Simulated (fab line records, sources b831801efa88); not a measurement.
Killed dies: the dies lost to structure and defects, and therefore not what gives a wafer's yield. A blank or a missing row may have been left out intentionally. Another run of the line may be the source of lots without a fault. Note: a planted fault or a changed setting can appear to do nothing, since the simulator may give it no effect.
Matching of chambers    flow gf180mcu    GF_V2_CMP_04 on cmp-01: 4 sister chambers
The step polishes SiO2. 4 wafers are shown with their chamber, then 12 later ones without.

## WAFERS PAIRED WITH THEIR CHAMBERS
wafer   chamber  motorCurrentA (A)
L091.5  0        9.8
L091.1  3        10.1
L091.3  2        12.2
L091.6  1        12.0

## WAFERS WITH NO CHAMBER GIVEN
wafer   motorCurrentA (A)
L092.3  13.7
L092.4  10.1
L092.6  10.3
L094.2  9.8
L094.5  12.0
L094.6  12.8
L096.3  10.3
L096.4  13.0
L096.5  13.0
L096.1  10.2
L096.2  12.7
L096.6  13.0

## CHAMBER TAKEN BY EACH
wafer   from the rows above      in truth
L092.3  can't be placed: 2 or 1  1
L092.4  can't be placed: 3 or 0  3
L092.6  can't be placed: 3 or 0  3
L094.2  can't be placed: 0 or 3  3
L094.5  can't be placed: 1 or 2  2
L094.6  can't be placed: 2 or 1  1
L096.3  can't be placed: 3 or 0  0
L096.4  can't be placed: 2 or 1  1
L096.5  can't be placed: 2 or 1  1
L096.1  can't be placed: 3 or 0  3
L096.2  can't be placed: 2 or 1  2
L096.6  can't be placed: 2 or 1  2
0 of 12 placed correctly. Not placeable from these rows: 12 (in 12, the candidates include the true chamber). Placed wrongly: 0.
How it was worked out, from the rows above alone: a wafer's distance from a chamber is the root of the sum, over the readings, of the square of ((its reading less the chamber's mean) divided by the reading's scatter). If the next closest chamber is less than 2 further off than the closest, the wafer can't be placed; otherwise it belongs to the closest. The mean given for a chamber averages the wafers shown for that chamber. The scatter: root of mean squared gap, hidden wafer to nearest shown wafer, with one shown wafer a chamber.
